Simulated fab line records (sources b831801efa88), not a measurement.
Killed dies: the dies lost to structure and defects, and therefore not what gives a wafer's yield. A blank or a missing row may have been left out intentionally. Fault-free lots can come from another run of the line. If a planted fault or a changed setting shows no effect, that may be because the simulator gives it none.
Matching of chambers ; flow gf180mcu ; cmp-01 running GF_V4_CMP_26: 4 sister chambers
The step polishes, stops on SiO2, t overpolish 15 s, target thk 0 nm. 8 wafers are shown with their chamber, then 7 later ones without.

## WAFERS, EACH WITH ITS CHAMBER
wafer;chamber;motor-current-A (A);time-to-endpoint-s (s)
L684.4;3;11.3;89
L684.5;0;10.9;91
L686.1;3;11.4;84
L686.5;1;10.3;84
L686.6;2;11.7;85
L689.3;0;10.6;83
L689.4;1;10.0;82
L689.5;2;12.4;87

## WAFERS WHOSE CHAMBER IS MISSING
wafer;motor-current-A (A);time-to-endpoint-s (s)
L691.1;11.7;87
L691.4;10.0;81
L691.6;11.3;80
L698.6;9.7;85
L699.4;11.3;83
L700.1;11.8;89
L700.6;12.2;93

## CHAMBER TAKEN BY EACH
wafer;from the rows above;in truth
L691.1;can't be placed: 3 or 2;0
L691.4;1;1
L691.6;can't be placed: 3 or 0 or 2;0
L698.6;1;1
L699.4;can't be placed: 3 or 0 or 2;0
L700.1;can't be placed: 2 or 3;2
L700.6;can't be placed: 2 or 3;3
Correct placement for 2 of the 7. Can't be placed from these rows: 5 (the true chamber is among the candidates in 4). Wrongly placed: 0.
How it was worked out, from the rows above alone: a wafer's distance from a chamber is the root of the sum, over the readings, of the square of ((its reading less the chamber's mean) divided by the reading's scatter). The wafer belongs to the nearest chamber; if the next one is less than 2 further off, it can't be placed. A chamber's mean is the mean of its shown wafers. The scatter is the square root of a quotient: the sum, over the shown wafers, of each reading's squared deviation from its chamber's mean, divided by wafers minus chambers.
